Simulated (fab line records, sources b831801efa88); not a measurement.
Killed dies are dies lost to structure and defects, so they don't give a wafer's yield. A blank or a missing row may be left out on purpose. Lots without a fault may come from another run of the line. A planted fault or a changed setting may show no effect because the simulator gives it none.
One fault seen from 2 desks | flow sky130 | each desk has only its own numbers; what lay behind them comes last

THE TOOL OWNER'S DESK: plasma_asher-01
The tool's own readings at SKY_NWELL_STRIP_25 (strips in O2/N2): means of the sampled wafers that have a number, for each lot that ran on this tool. A lot is out of limits, marked OUT, if its mean lies more than 4 standard deviations from the usual mean; the brackets give that distance.
Columns: A = chamber_pressure_mTorr at SKY_NWELL_STRIP_25, usual 1500.1 mTorr; B = drypump_motor_current_A at SKY_NWELL_STRIP_25, usual 5.7 A; C = oes_product_au at SKY_NWELL_STRIP_25, usual 0.722 a.u.; D = strip_time_to_endpoint_s at SKY_NWELL_STRIP_25, usual 36.93 s
lot  | first seen here | A                 | B   | C               | D
L564 | day 5 19:26     | 1501.0            | 5.4 | 0.722           | 36.90
L565 | day 6 06:11     | 1500.8            | 5.4 | 0.726           | 36.91
L566 | day 6 10:35     | 1500.0            | 5.3 | 0.724           | 36.90
L571 | day 7 13:47     | 1502.0            | 5.5 | 0.723           | 36.92
L578 | day 9 15:05     | 1500.0            | 5.4 | 0.719           | 36.83
L579 | day 9 19:53     | 1510.9 (+8.3) OUT | 5.3 | 0.849 (+31) OUT | -
This desk's finding: out of limits on L579; first on L579, day 9 19:53 (chamber_pressure_mTorr at SKY_NWELL_STRIP_25). In limits: L564, L565, L566, L571, L578.

THE METROLOGY DESK
What the gauges read, lot by lot, whatever tool the lot ran on: means of the sampled wafers that have a number. A lot is out of limits, marked OUT, if its mean lies more than 4 standard deviations from the usual mean; the brackets give that distance.
Columns: A = VT_ADJUST_HVTP_TW at SKY_VT_ADJUST_HVTP_TW_MEAS_11, usual 1352
lot  | first seen here | A
L564 | day 6 15:27     | 1349
L565 | day 7 02:19     | 1356
L566 | day 7 06:33     | 1344
L567 | day 7 12:42     | 1339
L569 | day 7 23:30     | 1350
L571 | day 8 11:33     | 1332
L572 | day 8 19:02     | 1356
L573 | day 9 02:47     | 1338
L574 | day 9 04:36     | 1339
L578 | day 10 14:00    | 1328
L579 | day 10 19:17    | 30 (-73) OUT
L584 | day 11 23:19    | 1386
L585 | day 12 06:31    | 1356
This desk's finding: out of limits on L579; first on L579, day 10 19:17 (VT_ADJUST_HVTP_TW at SKY_VT_ADJUST_HVTP_TW_MEAS_11). In limits: L564, L565, L566, L567, L569, L571, L572, L573, L574, L578, L584, L585.

PUT TOGETHER
The tool owner's desk could have raised an alarm at day 9 19:53, on L579.
The metrology desk could have raised an alarm at day 10 19:17, on L579.
Of the lots named, all ran SKY_NWELL_STRIP_25 on plasma_asher-01.

WHAT THE SIMULATOR HAD PUT IN
Strip aborted: plasma_asher-01, from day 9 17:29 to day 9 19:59, at SKY_NWELL_STRIP_25. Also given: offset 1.
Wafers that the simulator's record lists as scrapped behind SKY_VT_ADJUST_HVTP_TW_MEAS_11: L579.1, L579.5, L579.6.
Lots struck among those shown: L579.
Hours from the fault's start to each desk's first reading out of limits: the tool owner's desk, 2; the metrology desk, 26.
